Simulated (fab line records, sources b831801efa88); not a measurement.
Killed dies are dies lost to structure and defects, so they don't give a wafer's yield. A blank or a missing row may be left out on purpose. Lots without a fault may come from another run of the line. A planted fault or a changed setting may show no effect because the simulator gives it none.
Problem report in the 8D (eight disciplines) form, filled by code | flow gf180mcu | the parts of the form that need people (team, actions taken, sign-off) are left out

1. THE PROBLEM
run_length_s at GF_HV_LDD_ETCHBACK_58 reads a mean of 120.3 s on 9 wafers of 3 lots; wafers without a fault read 128.4 s with a standard deviation of 0.51. That is -16 standard deviations from the usual mean.
The step: etches Si3N4 in CH3F/O2, stops on SiO2, time 100 s, target depth 90 nm.
First seen on wafer L533.1, day 14 15:02, on rie_diel-04. The record holds 42 wafers of 14 lots with a number at this step. Rule for "out", or "out of limits": more than 4 standard deviations from the usual mean. The other wafers with a number count as sound.

2. WHAT IT IS AND WHAT IT IS NOT
question                    | is                           | is not
which readings at this step | run_length_s, oes_product_au | drypump_motor_current_A, throttle_valve_pct
which lots                  | L533, L534, L535             | L527, L529, L530, L531, L532, L542, L543, L544, L546, L548, L549
which wafers of those lots  | all that have a number       | -
read on which tools         | rie_diel-04                  | rie_diel-02, rie_diel-03
when                        | from day 14 15:02            | up to then (15 sound wafers); but 18 sound wafers of L542, L543, L544, L546, L548, L549 came after

3. SUSPECTS, AND WHAT RULES EACH OUT
Counting: a tool at a process step up to the reading stays a suspect if it ran every lot that is out and no sound lot after the first of them.
- rie_diel-04 at GF_HV_LDD_ETCHBACK_58 (etches Si3N4 in CH3F/O2, stops on SiO2, time 100 s, target depth 90 nm): ruled out as a lasting fault. Sound lots L543, L544, L548, L549 ran on it after its first lot that is out, L533 (day 14 15:02).
Left after counting: nothing in the record.

4. THE CAUSE (what the simulator had put in)
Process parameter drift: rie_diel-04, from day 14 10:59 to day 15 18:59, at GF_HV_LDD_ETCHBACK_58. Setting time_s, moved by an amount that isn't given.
Counting ruled it out, wrongly.

5. THE CHAIN OF EFFECTS, in route order
Each row: a reading whose mean over the struck wafers that have a number lies more than 3 standard deviations from the usual. Only readings for which the record gives a usual standard deviation are gone through. hours: the time from each lot's start at the first step in this table that gives one to its start at this step, as a median over the lots. sigmas: the change in usual standard deviations.
hours | step                  | reading        | usual      | on struck wafers | change | sigmas
0     | GF_HV_LDD_ETCHBACK_58 | oes_product_au | 0.843 a.u. | 0.922            | +0.079 | +12
0     | GF_HV_LDD_ETCHBACK_58 | run_length_s   | 128.4 s    | 120.3            | -8.1   | -16
The process steps in it:
- GF_HV_LDD_ETCHBACK_58: etches Si3N4 in CH3F/O2, stops on SiO2, time 100 s, target depth 90 nm.
Later measuring or inspecting steps at which every struck wafer that the step has a row for has a number for every such reading, and none has moved that far: GF_SAB_CD_MEAS_09.

6. WHAT WOULD HAVE CAUGHT IT SOONER
In this record the first reading out of limits was taken at day 14 15:02, 4 hours after the fault began at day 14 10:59.
